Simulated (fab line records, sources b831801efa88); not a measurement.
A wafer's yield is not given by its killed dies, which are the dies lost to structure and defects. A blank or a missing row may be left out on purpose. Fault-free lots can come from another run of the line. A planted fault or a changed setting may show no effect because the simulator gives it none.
Struck lot and sound lot, side by side | flow sky130 | 15 out of 708 route steps
Sound: wafers L798.1, L798.2, L798.4. The struck wafers were L800.1, L800.2, L800.4. The cause is named last.
Order at every step that has rows: each side's tool, ch and its chambers, its first start. Under that, the readings that differ: sound wafers | struck wafers | difference of the means | sigmas: that difference in standard deviations of wafers without a fault.
alike: readings whose means differ by less than 2 such deviations, and words and numbers that are the same on both sides. not compared: withheld readings, readings that some wafer has no value for, bounds like >300 that may hide the same value, and numbers for which the record gives no deviation and whose values overlap.
The two part at a step that has a row with sigmas, a row that says differs or no value, or rows on one side only. Numbers that don't overlap but have no deviation are shown without sigmas and don't part them. A reading that every wafer of one side lacks parts them only if that side has two wafers or more.

SKY_METAL5_SPUTTER_03: material Ti, target thk 5 nm, time 3.3 s.
  sound: pvdSputter-04 at day 46 00:13; struck: pvdSputter-04 at day 47 01:07
  alike: throttleValvePct
SKY_METAL5_SPUTTER_04: material TiN, target thk 70 nm, time 58.3 s.
  sound: pvdSputter-04 at day 46 00:14; struck: pvdSputter-04 at day 47 01:08
  alike: throttleValvePct
SKY_METAL5_RS_MEAS_05: measures by four-point-probe.
  sound: filmMetro-04 at day 46 00:17; struck: filmMetro-02 at day 47 01:11
  alike: METAL5_ALCU_RS
SKY_METAL5_THK_MEAS_06: measures by xrf.
  sound: filmMetro-04 at day 46 00:25; struck: filmMetro-02 at day 47 01:19
  alike: METAL5_ALCU_THK
then, 7 steps without rows for these wafers: SKY_METAL5_DEHYDRATE_07 (time 60 s); SKY_METAL5_HMDS_08 (prime time 60 s); SKY_METAL5_COAT_09 (resist thk 1800 nm); SKY_METAL5_SOFTBAKE_10 (time 60 s); SKY_METAL5_EXPOSE_11 (exposes mask MM5, target cd 1600 nm); SKY_METAL5_PEB_12; SKY_METAL5_DEVELOP_13 (develop time 60 s).
SKY_METAL5_DESCUM_14: chemistry O2, time 11 s.
  sound on rieMetal-02 ch 0,1, day 46 22:03; struck on rieMetal-01 ch 0,1, day 47 20:54
  alike: drypumpMotorCurrentA, oesProductAu, tempC
  not compared: rfHoursCounterH
SKY_METAL5_METAL_ETCH_15: etches the open film in Cl2/BCl3, stops on SiO2, target depth 1260 nm, time 252 s.
  sound on rieMetal-02 ch 0,1, day 46 22:05; struck on rieMetal-01 ch 0,1, day 47 20:57
reading      | sound       | struck               | difference | sigmas
overEtchFrac | 0.2 0.2 0.2 | 0.1874 0.1874 0.1874 | -0.0126    | 
  alike: drypumpMotorCurrentA, oesProductAu, throttleValvePct
  not compared: rfHoursCounterH
SKY_METAL5_STRIP_16: strips in O2/N2.
  sound on plasmaAsher-04 ch 0,1, day 46 22:19; struck on plasmaAsher-01 ch 0,1, day 47 21:16
  alike: drypumpMotorCurrentA, oesProductAu, stripTimeToEndpointS
  not compared: rfHoursCounterH
SKY_PAD_OPEN_PROBE_99:
  rows exist in the record for the sound wafers here (prober-01, day 48 17:38), none for the struck ones

## WHERE THEY PART
Only at SKY_PAD_OPEN_PROBE_99, within this record.

WHY: what had been put in by the simulator
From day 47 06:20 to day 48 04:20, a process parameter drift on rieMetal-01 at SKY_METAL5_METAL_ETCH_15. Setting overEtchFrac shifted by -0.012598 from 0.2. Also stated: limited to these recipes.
